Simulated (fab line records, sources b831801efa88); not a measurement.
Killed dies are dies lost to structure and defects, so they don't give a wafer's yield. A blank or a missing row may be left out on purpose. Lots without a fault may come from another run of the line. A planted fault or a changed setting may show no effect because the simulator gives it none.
A struck lot beside a sound one | flow gf180mcu | 18 steps out of a route of 602
Sound: wafers L708.2, L708.4, L708.5. Struck: wafers L727.2, L727.4, L727.5. The cause comes at the end.
At each step with rows: each side's tool, then ch and its chambers, then its first start. Under that, the readings that differ: sound wafers | struck wafers | difference of the means | sigmas: that difference in standard deviations of wafers without a fault.
alike: readings whose means differ by less than 2 such deviations, and words and numbers that are the same on both sides. not compared: withheld readings, readings that some wafer has no value for, bounds like >300 that may hide the same value, and numbers for which the record gives no deviation and whose values overlap.
The two part at a step that has a row with sigmas, a row that says differs or no value, or rows on one side only. Numbers that don't overlap but have no deviation are shown without sigmas and don't part them. A reading that every wafer of one side lacks parts them only if that side has two wafers or more.

GF_VT_IMPLANT_RS_MEAS_47: measures by four-point-probe.
  sound on film_metro-01, day 8 01:42; struck on film_metro-04, day 13 13:17
  reading           | sound             | struck            | difference | sigmas
  NWELL_RS (ohm/sq) | 484.4 484.7 484.8 | 489.0 488.9 489.0 | +4.3       | +3
GF_VT_IMPLANT_RS_MEAS_48: measures by four-point-probe.
  sound on film_metro-01, day 8 01:49; struck on film_metro-04, day 13 13:25
  alike: LVPWELL_RS
GF_VT_IMPLANT_RS_MEAS_49: measures by four-point-probe.
  sound on film_metro-01, day 8 01:56; struck on film_metro-04, day 13 13:32
  alike: MVPSD_RS
then, 4 steps without rows for these wafers: GF_VT_IMPLANT_WET_ETCH_50 (etches SiO2 in dHF, target depth 20 nm, time 400 s); GF_DUAL_GATE_CLEAN_00 (cleans in SC1/SC2, time 150 s); GF_DUAL_GATE_CLEAN_01 (cleans in dHF, time 20 s); GF_DUAL_GATE_OXIDATION_02 (stabilise 600 s, purge 300 s, target thk 10.887 nm).
GF_DUAL_GATE_THK_MEAS_03:
  sound on film_metro-03, day 8 04:56; struck on film_metro-01, day 13 15:16
  alike: DUAL_GATE_OXIDATION_00_THK
then, 4 steps without rows for these wafers: GF_DUAL_GATE_DEHYDRATE_04 (time 60 s); GF_DUAL_GATE_HMDS_05 (prime time 60 s); GF_DUAL_GATE_COAT_06 (resist thk 1000 nm); GF_DUAL_GATE_SOFTBAKE_07 (time 60 s).
GF_DUAL_GATE_EXPOSE_08: exposes mask Dualgate, target cd 700 nm.
  sound on iline_stepper-02 ch 0, day 8 13:05; struck on iline_stepper-01 ch 0, day 14 02:03
  reading                           | sound                   | struck            | difference | sigmas
  model.DUAL_GATE.overlay_x_nm (nm) | -0.7236 -0.7236 -0.7236 | 73.59 73.59 73.59 | +74.31     |
  alike: mask
then, 2 steps without rows for these wafers: GF_DUAL_GATE_PEB_09; GF_DUAL_GATE_DEVELOP_10 (develop time 62.31 s).
GF_DUAL_GATE_OVL_MEAS_11:
  sound on overlay-01, day 8 21:34; struck on overlay-02, day 14 12:21
  reading            | sound          | struck         | difference | sigmas
  DUAL_GATE_OVL (nm) | -1.5 -2.0 -2.1 | 71.5 74.4 71.6 | +74.4      | +50
then, 1 step without rows for these wafers: GF_DUAL_GATE_WET_ETCH_12 (etches SiO2 in dHF, target depth 13 nm, time 260 s).
-- the record jumps here: 20 days lie between the struck wafers' starts before and after (it left off in module DUAL_GATE and takes up again in module PASSIVATION, whose first step shown is number 602 of the route) --
GF_PASSIVATION_PROBE_99:
  the record has rows for the struck wafers here (prober-02, day 34 18:35) and none for the sound ones

WHERE THEY PART
First at GF_VT_IMPLANT_RS_MEAS_47; last, within this record, at GF_PASSIVATION_PROBE_99.

WHY: what the simulator had put in
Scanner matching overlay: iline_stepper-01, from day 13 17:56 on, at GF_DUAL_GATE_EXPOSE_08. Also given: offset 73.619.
